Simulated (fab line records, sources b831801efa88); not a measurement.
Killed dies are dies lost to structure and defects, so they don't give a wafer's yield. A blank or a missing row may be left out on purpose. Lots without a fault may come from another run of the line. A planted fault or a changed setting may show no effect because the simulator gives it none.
Problem report in the 8D (eight disciplines) form, filled by code | flow sky130 | the parts of the form that need people (team, actions taken, sign-off) are left out

1. THE PROBLEM
run_length_s at SKY_LI_CONTACT_ETCH_14 reads a mean of 34.3 s on 3 wafers of 2 lots; wafers without a fault read 74.0 s with a standard deviation of 0.46. That is -86 standard deviations from the usual mean.
The step: etches BARC in N2/H2, stops on SiO2, time 45.9 s, target depth 60 nm.
First seen on wafer L592.1, day 34 11:10, on rie_diel-03. The record holds 33 wafers of 11 lots with a number at this step. Rule for "out", or "out of limits": more than 4 standard deviations from the usual mean. The other wafers with a number count as sound.

2. WHAT IT IS AND WHAT IT IS NOT
question                    | is                           | is not
which readings at this step | run_length_s, oes_product_au | drypump_motor_current_A, n2_flow_sccm, throttle_valve_pct
which lots                  | L592, L594                   | L577, L579, L580, L581, L583, L587, L595, L599, L600
which wafers of those lots  | L592.1, L592.4, L594.3       | L592.3, L594.1, L594.5
read on which tools         | rie_diel-03                  | rie_diel-02, rie_diel-04
when                        | from day 34 11:10            | up to then (19 sound wafers); but 11 sound wafers of L594, L595, L599, L600 came after

3. SUSPECTS, AND WHAT RULES EACH OUT
Counting: a tool at a process step up to the reading stays a suspect if it ran every lot that is out. Sound lots after the first of them don't rule it out here, since some wafers of a struck lot are sound.
- rie_diel-03 at SKY_LI_CONTACT_ETCH_14 (etches BARC in N2/H2, stops on SiO2, time 45.9 s, target depth 60 nm): kept. It ran every lot that is out, first L592 (day 34 11:10); its last sound lot up to then is L587 (day 33 05:13). Its own readings are out on those wafers: oes_product_au, run_length_s.
- Within rie_diel-03 at SKY_LI_CONTACT_ETCH_14: the wafers that are out ran in chamber 0; their sound lot-mates ran in chambers 1, 3.
Left after counting: rie_diel-03 at SKY_LI_CONTACT_ETCH_14.

4. THE CAUSE (what the simulator had put in)
Process parameter drift: rie_diel-03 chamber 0, from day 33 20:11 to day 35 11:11, at SKY_LI_CONTACT_ETCH_14. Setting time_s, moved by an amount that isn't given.
Counting left only this tool.

5. THE CHAIN OF EFFECTS, in route order
Each row: a reading whose mean over the struck wafers that have a number lies more than 3 standard deviations from the usual. Only readings for which the record gives a usual standard deviation are gone through. hours: the time from each lot's start at the first step in this table that gives one to its start at this step, as a median over the lots. sigmas: the change in usual standard deviations.
hours | step                    | reading                  | usual      | on struck wafers | change | sigmas
0     | SKY_LI_CONTACT_ETCH_14  | oes_product_au           | 0.854 a.u. | 0.999            | +0.145 | +33
0     | SKY_LI_CONTACT_ETCH_14  | run_length_s             | 74.0 s     | 34.3             | -39.7  | -86
0     | SKY_LI_CONTACT_STRIP_16 | oes_product_au           | 0.374 a.u. | 0.392            | +0.018 | +3.9
0     | SKY_LI_CONTACT_STRIP_16 | strip_time_to_endpoint_s | 3.47 s     | 3.91             | +0.44  | +13
The process steps in it:
- SKY_LI_CONTACT_ETCH_14: etches BARC in N2/H2, stops on SiO2, time 45.9 s, target depth 60 nm.
- SKY_LI_CONTACT_STRIP_16: strips in O2/N2.

6. WHAT WOULD HAVE CAUGHT IT SOONER
In this record the first reading out of limits was taken at day 34 11:10, 15 hours after the fault began at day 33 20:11.
